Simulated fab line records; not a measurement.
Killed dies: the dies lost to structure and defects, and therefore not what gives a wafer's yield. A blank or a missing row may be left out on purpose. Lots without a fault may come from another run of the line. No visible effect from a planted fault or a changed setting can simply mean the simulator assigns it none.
Which of the tools did it? + flow gf180mcu + 24 lots, 72 wafers sampled, at 2 steps of a route of 602

== WHAT THE GAUGES SHOWED, per wafer ==
GF_STI_THK_MEAS_04. Usual: STI_CVD_03_THK typically reads 207.4 nm, with standard deviation 2.1.
| lot  | measured    | on           | STI_CVD_03_THK (nm) | flag |
|------|-------------|--------------|---------------------|------|
| L074 | day 1 14:43 | filmMetro-04 | 205.6 203.9 202.9   |      |
| L075 | day 1 18:34 | filmMetro-02 | 207.9 209.0 208.3   |      |
| L076 | day 1 23:35 | filmMetro-04 | 206.4 206.4 207.5   |      |
| L077 | day 2 05:49 | filmMetro-04 | 202.9 202.5 204.8   |      |
| L078 | day 2 12:22 | filmMetro-04 | 203.9 203.4 206.6   |      |
| L079 | day 2 16:00 | filmMetro-04 | 208.3 205.8 207.1   |      |
| L080 | day 2 20:02 | filmMetro-04 | 207.5 207.5 207.5   |      |
| L081 | day 3 01:58 | filmMetro-04 | 205.3 207.4 203.5   |      |
| L082 | day 3 05:34 | filmMetro-04 | 207.7 205.3 206.5   |      |
| L083 | day 3 10:59 | filmMetro-02 | 205.7 206.0 206.0   |      |
| L084 | day 3 16:53 | filmMetro-01 | 207.6 206.1 205.6   |      |
| L085 | day 3 20:35 | filmMetro-02 | 211.1 209.1 209.2   |      |
| L086 | day 4 02:29 | filmMetro-01 | 209.3 210.2 210.2   |      |
| L087 | day 4 06:35 | filmMetro-01 | 207.7 206.1 208.0   |      |
| L088 | day 4 11:35 | filmMetro-04 | 206.6 205.8 206.7   |      |
| L089 | day 4 16:52 | filmMetro-01 | 208.1 207.5 206.6   |      |
| L090 | day 4 21:34 | filmMetro-02 | 208.2 208.8 208.7   |      |
| L091 | day 5 02:35 | filmMetro-02 | 212.9 210.5 209.0   |      |
| L092 | day 5 08:00 | filmMetro-04 | 205.4 205.3 206.3   |      |
| L093 | day 5 14:11 | filmMetro-02 | 207.5 209.1 209.3   |      |
| L094 | day 5 20:23 | filmMetro-04 | 209.2 210.2 209.8   |      |
| L095 | day 6 00:21 | filmMetro-02 | 205.9 207.7 205.7   |      |
| L096 | day 6 04:57 | filmMetro-04 | 210.2 212.9 213.0   |      |
| L097 | day 6 10:04 | filmMetro-01 | 207.9 208.7 208.1   |      |

GF_HV_LDD_OVL_MEAS_20. Usual: HV_LDD_01_OVL typically reads 0.5 nm, with standard deviation 1.3.
| lot  | measured     | on         | HV_LDD_01_OVL (nm) | flag |
|------|--------------|------------|--------------------|------|
| L074 | day 10 22:41 | overlay-01 | 0.4 0.2 1.2        |      |
| L075 | day 11 02:52 | overlay-02 | -1.0 -1.1 -2.4     |      |
| L076 | day 11 12:34 | overlay-01 | 1.6 -2.6 -2.4      |      |
| L077 | day 11 16:16 | overlay-01 | 2.0 0.6 -0.3       |      |
| L078 | day 12 00:02 | overlay-02 | 0.1 -0.3 0.7       |      |
| L079 | day 12 08:17 | overlay-01 | 0.7 2.2 0.7        |      |
| L080 | day 12 14:41 | overlay-01 | 0.6 0.7 1.1        |      |
| L081 | day 13 01:20 | overlay-02 | 0.5 0.5 -1.5       |      |
| L082 | day 13 12:02 | overlay-02 | 0.3 1.6 1.6        |      |
| L083 | day 13 18:11 | overlay-02 | -0.4 0.5 1.4       |      |
| L084 | day 13 20:48 | overlay-02 | 1.5 1.1 0.5        |      |
| L085 | day 14 07:04 | overlay-01 | -0.5 0.3 0.8       |      |
| L086 | day 14 16:28 | overlay-01 | -1.0 0.4 -0.7      |      |
| L087 | day 14 17:41 | overlay-02 | 0.1 1.1 0.6        |      |
| L088 | day 15 08:35 | overlay-01 | 3.5 0.8 2.8        |      |
| L089 | day 15 14:41 | overlay-02 | -1.5 0.6 1.5       |      |
| L090 | day 16 03:38 | overlay-01 | -0.5 -0.6 0.5      |      |
| L091 | day 16 03:47 | overlay-02 | 3.0 2.2 1.1        |      |
| L092 | day 16 11:38 | overlay-02 | -1.7 1.0 0.1       |      |
| L093 | day 16 16:49 | overlay-02 | 0.6 1.3 0.1        |      |
| L094 | day 17 03:59 | overlay-01 | 0.3 0.1 0.6        |      |
| L095 | day 17 09:37 | overlay-02 | -0.3 -1.6 -0.6     |      |
| L096 | day 17 18:20 | overlay-02 | 0.7 2.2 3.0        |      |
| L097 | day 17 23:59 | overlay-01 | 1.4 1.9 0.8        |      |

== EACH LOT AND THE TOOL THAT RAN IT (in order: tool; ch and the chambers of the sampled wafers; start) ==
The record holds no process step before these readings.

== AS READ BY THE TOOLS THEMSELVES (means over the sampled wafers that have a number; for cases with no such wafer, the mark the record gives instead) ==
The record holds no such reading with a usual standard deviation.

== THE ANSWER, worked out from the rows above alone ==
Rule: lot off if the mean of its wafers having a number is beyond 3 standard deviations from the usual mean. Also off: a lot with no number at a reading for which 4 or more lots have one. Any other lot the step has rows for is counted as sound. After the gauges, taken in route order, come the tools' own readings; for these a lot's mean is taken, as printed above. At the first step where some lot is off, the reading lying furthest off is the one used; lots without a number count as furthest.
Across all readings shown, no lot is off: no conclusion can be drawn from this.

== WHAT WAS PUT IN BY THE SIMULATOR ==
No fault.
